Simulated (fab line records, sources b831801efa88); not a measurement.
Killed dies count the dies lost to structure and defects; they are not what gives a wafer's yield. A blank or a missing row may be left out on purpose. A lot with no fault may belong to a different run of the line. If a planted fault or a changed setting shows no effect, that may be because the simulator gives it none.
fab line records	flow sky130
record: lots: 6	wafers: 18	lastDay: 49
route steps=708 shown VT_ADJUST_LVTN@111 VT_ADJUST_NCORE@119 PAD_OPEN@708
lots with no fault: from the same line, run without faults
startH: hours from the record's first day to the start of the lot's first wafer shown	waitH: hours elapsed since this lot's preceding step	" unchanged from the row above	L1.1+2: one row covering several wafers at once	- either no value or no given start	* or withheld: withheld	< > ~ a bound
route shown NAME@n: a module of which the file shows steps, and the number in the route of the first	usual: mean and standard deviation over wafers with no fault	same: alike in all rows	chamber/n: place in a boat	sites: the reading at each site	_std_site: the values' standard deviation	_edge_site: inner sites' mean taken away from outer sites' mean	radiusMm: for every site, how far away it sits from the centre of the wafer	mask NAME#n: copy n	behind: tool/chamber where the wafer was last shaped	hold: reason for holding the lot/hours on hold/outcome of the hold	device: whichever transistor did not switch (one of n, p or np)	end of line: the route-end tests of the same wafers	a step with no rows: only its recipe	killed: dies lost to structure and defects at the first sort, not the wafer's yield	map: a wafer's dies, x killed, . not, _ none there
set.NAME: the setting that was run; set.NAME@STEP: the one run at that earlier step	model.NAME: the simulator's own value behind a step, which no gauge read
a table for each step, a row for each wafer; lots at some steps of the route
services: from which hour (startH, from the record's first day; less than 0 if before it) a tool's chamber was out of use, for how many hours, and why
== steps ==
step: SKY_VT_ADJUST_LVTN_SOFTBAKE_14
recipe: tempC: 90	timeS: 60	resist: NOVOLAK
step: SKY_VT_ADJUST_LVTN_EXPOSE_15
recipe: maskId: HVN_STD_DERIVED	na: 0.6	sourceShape: conventional	sigmaOuter: 0.6	polarization: unpolarized	targetCdNm: 600	doseMj: 163
step: SKY_VT_ADJUST_LVTN_PEB_16
recipe: tempC: withheld	timeS: *	resist: NOVOLAK
step: SKY_VT_ADJUST_LVTN_DEVELOP_17
recipe: resist: NOVOLAK	developer: TMAH	developTimeS: 60	devTempC: 23
step: SKY_VT_ADJUST_LVTN_OVL_MEAS_18
usual: VT_ADJUST_LVTN_01_OVL: -0.8/1.6
lot.wafer	tool	chamber	startH	waitH	VT_ADJUST_LVTN_01_OVL[nm]
L111.2	overlay-02	-	161.92	0.1	-3.8
L111.3	"	-	"	"	-4.6
L111.4	"	-	"	"	-3.4
L115.1	overlay-02	-	188.76	0.1	-3.4
L115.2	"	-	"	"	-0.7
L115.5	"	-	"	"	-2.8
L116.3	overlay-01	-	196.48	0.1	1.2
L116.5	"	-	"	"	0.1
L116.6	"	-	"	"	-0.1
L127.1	overlay-01	-	272.91	0.1	0.4
L127.2	"	-	"	"	0.5
L127.4	"	-	"	"	0.7
L131.1	overlay-01	-	299.12	0.1	-1.1
L131.2	"	-	"	"	-2.7
L131.6	"	-	"	"	-1.7
L132.1	overlay-01	-	304.06	0.1	-0.4
L132.3	"	-	"	"	-1.1
L132.5	"	-	"	"	-0.5
step: SKY_VT_ADJUST_LVTN_IMPLANT_19
recipe: species: B	energyKev: 30	doseCm2: 6.5e+11	tiltDeg: withheld
step: SKY_VT_ADJUST_LVTN_STRIP_20
recipe: chemistry: O2/N2	powerW: 1400	pressureMtorr: 1500	platenTempC: withheld	o2FlowSccm: 3000	n2FlowSccm: 300	overashFraction: 0.5
usual: chamberPressureMTorr: 1500.2/1.3	drypumpMotorCurrentA: 5.5/0.56	oesProductAu: 0.716/0.0043	stripTimeToEndpointS: 14.17/0.031
lot.wafer	tool	chamber	startH	waitH	chamberPressureMTorr	drypumpMotorCurrentA	oesProductAu	rfHoursCounterH	stripTimeToEndpointS
L111.2	plasmaAsher-02	1	162.10	0.1	1498.4	5.7	0.713	50	14.21
L111.3	"	0	"	"	1499.7	5.7	0.706	-	14.17
L111.4	"	1	"	"	1501.8	5.6	0.717	-	14.22
L115.1	plasmaAsher-03	0	188.94	0.1	1499.3	4.9	0.717	50	14.14
L115.2	"	1	"	"	1501.1	6.0	0.718	50	14.11
L115.5	"	0	"	"	1501.4	4.9	0.717	-	14.11
L116.3	plasmaAsher-01	0	196.69	0.1	1499.3	4.7	0.715	-	14.18
L116.5	"	1	"	"	1500.1	6.3	0.716	-	14.20
L116.6	"	0	"	"	1499.3	4.7	0.711	-	14.13
L127.1	plasmaAsher-03	0	273.10	0.1	1500.2	4.9	0.712	59	14.19
L127.2	"	1	"	"	1499.5	5.9	0.719	59	14.18
L127.4	"	0	"	"	1500.8	4.9	0.721	-	14.18
L131.1	plasmaAsher-01	1	299.30	0.1	1500.8	6.3	0.706	18	14.12
L131.2	"	0	"	"	1499.4	4.7	0.709	18	14.13
L131.6	"	0	"	"	1501.0	4.7	0.719	-	14.13
L132.1	plasmaAsher-01	1	304.25	0.1	1501.0	6.2	0.714	19	14.18
L132.3	"	0	"	"	1498.9	4.7	0.716	-	14.20
L132.5	"	0	"	"	1498.8	4.7	0.713	-	14.18
step: SKY_VT_ADJUST_LVTN_TW_MEAS_21
usual: VT_ADJUST_LVTN_2_TW: 187.6/2.7
lot.wafer	tool	chamber	startH	waitH	VT_ADJUST_LVTN_2_TW
L111.2	filmMetro-03	-	162.21	0.1	184.4
L111.3	"	-	"	"	183.1
L111.4	"	-	"	"	184.0
L115.1	filmMetro-03	-	189.04	0.1	185.0
L115.2	"	-	"	"	183.9
L115.5	"	-	"	"	184.4
L116.3	filmMetro-01	-	196.77	0.1	187.3
L116.5	"	-	"	"	187.5
L116.6	"	-	"	"	188.3
L127.1	filmMetro-03	-	273.20	0.1	184.3
L127.2	"	-	"	"	184.7
L127.4	"	-	"	"	184.1
L131.1	filmMetro-03	-	299.40	0.1	185.2
L131.2	"	-	"	"	184.6
L131.6	"	-	"	"	184.4
L132.1	filmMetro-04	-	304.35	0.1	189.8
L132.3	"	-	"	"	190.2
L132.5	"	-	"	"	190.5
step: SKY_VT_ADJUST_NCORE_DEHYDRATE_00
recipe: tempC: 200	timeS: 60
step: SKY_VT_ADJUST_NCORE_HMDS_01
recipe: primeTimeS: 60	primeTempC: 120
step: SKY_VT_ADJUST_NCORE_COAT_02
recipe: resist: NOVOLAK	spinRpm: 3000	resistThkNm: 1140
step: SKY_VT_ADJUST_NCORE_SOFTBAKE_03
recipe: tempC: 90	timeS: 60	resist: NOVOLAK
step: SKY_VT_ADJUST_NCORE_EXPOSE_04
recipe: maskId: LVTN_COMPLEMENT_THIN	na: 0.6	sourceShape: conventional	sigmaOuter: 0.6	polarization: unpolarized	targetCdNm: 380	doseMj: 139
usual: stageVelMmS: 499.96/0.24
same: sigmaOuter: 0.6
lot.wafer	tool	chamber	startH	waitH	mask	stageVelMmS
L111.2	ilineStepper-01	0	172.30	-	LVTN_COMPLEMENT_THIN#0	500.43
L111.3	"	0	"	"	LVTN_COMPLEMENT_THIN#0	500.10
L111.4	"	0	"	"	LVTN_COMPLEMENT_THIN#0	500.37
L115.1	ilineStepper-01	0	199.47	-	LVTN_COMPLEMENT_THIN#0	499.97
L115.2	"	0	"	"	LVTN_COMPLEMENT_THIN#0	499.99
L115.5	"	0	"	"	LVTN_COMPLEMENT_THIN#0	500.00
L116.3	ilineStepper-01	0	207.66	-	LVTN_COMPLEMENT_THIN#0	500.25
L116.5	"	0	"	"	LVTN_COMPLEMENT_THIN#0	499.95
L116.6	"	0	"	"	LVTN_COMPLEMENT_THIN#0	500.12
L127.1	ilineStepper-02	0	285.97	-	LVTN_COMPLEMENT_THIN#0	499.91
L127.2	"	0	"	"	LVTN_COMPLEMENT_THIN#0	499.86
L127.4	"	0	"	"	LVTN_COMPLEMENT_THIN#0	500.04
L131.1	ilineStepper-02	0	312.67	-	LVTN_COMPLEMENT_THIN#0	499.78
L131.2	"	0	"	"	LVTN_COMPLEMENT_THIN#0	500.40
L131.6	"	0	"	"	LVTN_COMPLEMENT_THIN#0	499.77
L132.1	ilineStepper-02	0	317.07	-	LVTN_COMPLEMENT_THIN#0	500.07
L132.3	"	0	"	"	LVTN_COMPLEMENT_THIN#0	499.94
L132.5	"	0	"	"	LVTN_COMPLEMENT_THIN#0	500.19
step: SKY_VT_ADJUST_NCORE_PEB_05
recipe: tempC: withheld	timeS: *	resist: NOVOLAK
step: SKY_VT_ADJUST_NCORE_DEVELOP_06
recipe: resist: NOVOLAK	developer: TMAH	developTimeS: 60	devTempC: 23
step: SKY_VT_ADJUST_NCORE_CD_MEAS_07
recipe: targetCdNm: 380
usual: cdNm: 380.3/2.1
lot.wafer	tool	chamber	startH	waitH	cdNm
L111.2	cdSem-02	-	181.79	0.1	380.7
L111.3	"	-	"	"	380.5
L111.4	"	-	"	"	381.4
L115.1	cdSem-01	-	210.62	0.1	380.5
L115.2	"	-	"	"	357.5
L115.5	"	-	"	"	379.4
L116.3	cdSem-02	-	218.26	0.1	359.2
L116.5	"	-	"	"	382.2
L116.6	"	-	"	"	380.3
L127.1	cdSem-01	-	297.96	0.1	377.9
L127.2	"	-	"	"	378.3
L127.4	"	-	"	"	375.3
L131.1	cdSem-02	-	324.87	0.1	381.8
L131.2	"	-	"	"	380.4
L131.6	"	-	"	"	383.9
L132.1	cdSem-02	-	330.37	0.1	385.0
L132.3	"	-	"	"	383.9
L132.5	"	-	"	"	385.6
step: SKY_VT_ADJUST_NCORE_OVL_MEAS_08
usual: VT_ADJUST_NCORE_OVL: -1.3/1.3
lot.wafer	tool	chamber	startH	waitH	VT_ADJUST_NCORE_OVL[nm]
L111.2	overlay-01	-	181.89	0.1	-1.3
L111.3	"	-	"	"	-2.8
L111.4	"	-	"	"	-1.9
L115.1	overlay-02	-	210.74	0.1	-2.4
L115.2	"	-	"	"	-2.5
L115.5	"	-	"	"	-1.2
L116.3	overlay-02	-	218.35	0.1	-2.4
L116.5	"	-	"	"	-1.9
L116.6	"	-	"	"	-3.1
L127.1	overlay-02	-	298.08	0.1	-3.5
L127.2	"	-	"	"	-2.6
L127.4	"	-	"	"	-2.3
L131.1	overlay-01	-	324.99	0.1	0.4
L131.2	"	-	"	"	-1.0
L131.6	"	-	"	"	0.2
L132.1	overlay-02	-	330.49	0.1	0.3
L132.3	"	-	"	"	-0.5
L132.5	"	-	"	"	0.7
step: SKY_PAD_OPEN_PROBE_99
usual: killed_at_M0_to_M3: 43/6.7	killed_at_M4_up: 3.2/1.9	killedAtContacts: 24/5.9	killedAtFrontEnd: 15/4.1	killedAtOther: 0.3/0.56	killedDies: 86/9.5	killedOpen: 47/7.4	killedShort: 39/5.5
same: grossDies: 492	killedAtBackSide: 0
lot.wafer	tool	chamber	startH	waitH	killed_at_M0_to_M3	killed_at_M4_up	killedAtContacts	killedAtFrontEnd	killedAtOther	killedDies	killedOpen	killedShort
L127.2	prober-01	-	1170.73	0.1	60	2	22	13	2	99	53	46
killed by level:class
L127.2 VIA1:geometricParticle:open=11 LI_CONTACT:geometricParticle:open=9 VIA3:geometricParticle:open=9 METAL3:geometricParticle:short=9 METAL1:geometricParticle:short=7 CONTACT:geometricParticle:open=6 VIA2:geometricParticle:open=6 VIA1:geometricParticle:short=5
== services ==
tool	chamber	startH	hours	kind
plasmaAsher-03	-	139.97	1.3	repair
ilineStepper-02	-	140.75	0.7	repair
ilineStepper-02	-	159.12	1.7	pm
ilineStepper-01	-	162.47	1.5	repair
ilineStepper-01	-	164.57	2.1	pm
ilineStepper-01	-	166.65	-	consumableReplace:lamp
ilineStepper-01	-	219.54	0.8	repair
ilineStepper-01	-	220.29	1.7	pm
ilineStepper-02	-	221.97	2.1	pm
ilineStepper-02	-	224.06	-	consumableReplace:lamp
ilineStepper-01	-	255.27	8.5	repair
plasmaAsher-01	-	261.59	1.9	repair
plasmaAsher-03	-	280.30	14.6	pm
plasmaAsher-02	-	294.00	2.8	pm
== key ==
firstSign: step: SKY_VT_ADJUST_NCORE_CD_MEAS_07	reading: cdNm	direction: down	sigmas: 10	usual: 380.3	struck: 358.3
effect none on later readings
metAt SKY_VT_ADJUST_NCORE_EXPOSE_04
struckWafers L115.2,L116.3
testerLeftOut L115,L116
onsetBetween 172.30 199.47
fault: kind: processParameterDrift	tool: ilineStepper-01	chamber: -	onsetH: 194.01	steps: SKY_VT_ADJUST_NCORE_EXPOSE_04	channel: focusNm	offset: 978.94	shape: step	endH: 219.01	scope: struckWafersOnly
testerLeftOut: of these lots the tester's yield and bins aren't shown, on N5 and GAA mostly nor the transistor test; their killed dies are dies lost to structure and defects alone, not to doping, threshold or leakage, so they don't give the yield
